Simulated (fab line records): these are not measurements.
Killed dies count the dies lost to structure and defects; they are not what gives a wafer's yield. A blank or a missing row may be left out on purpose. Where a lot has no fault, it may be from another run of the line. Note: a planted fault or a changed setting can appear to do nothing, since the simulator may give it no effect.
Chamber matching    flow sky130    cmp-02 running SKY_FIELD_ISO_CMP_27: 4 sister chambers
The step polishes, stops on Si3N4, t overpolish 16 s, target thk 457.8 nm. 4 wafers are shown with their chamber, then 8 later ones without.

## WAFERS WITH THEIR CHAMBER
wafer   chamber  motorCurrentA (A)
L246.4  0        12.0
L249.3  3        10.9
L249.6  1        11.8
L250.3  2        10.7

## WAFERS WITHOUT THEIR CHAMBER
wafer   motorCurrentA (A)
L250.4  13.0
L250.6  12.5
L252.1  11.0
L252.4  10.6
L252.6  11.8
L253.1  11.3
L253.4  10.9
L253.6  10.2

## THE CHAMBER EACH PASSED THROUGH
wafer   from the rows above                in truth
L250.4  can't be placed: 0 or 1            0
L250.6  can't be placed: 0 or 1            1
L252.1  can't be placed: 3 or 2 or 1 or 0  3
L252.4  can't be placed: 2 or 3            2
L252.6  can't be placed: 1 or 0 or 3       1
L253.1  can't be placed: 3 or 1 or 2 or 0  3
L253.4  can't be placed: 3 or 2 or 1       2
L253.6  can't be placed: 2 or 3            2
Placed correctly: 0 of 8. Can't be placed from these rows: 8 (the true chamber is among the candidates in 8). 0 placed wrongly.
How it was worked out, from the rows above alone: a wafer's distance from a chamber is the root of the sum, over the readings, of the square of ((its reading less the chamber's mean) divided by the reading's scatter). If the next closest chamber is less than 2 further off than the closest, the wafer can't be placed; otherwise it belongs to the closest. Each chamber's mean is taken over the wafers shown for it. The scatter: root of mean squared gap, hidden wafer to nearest shown wafer, with one shown wafer a chamber.
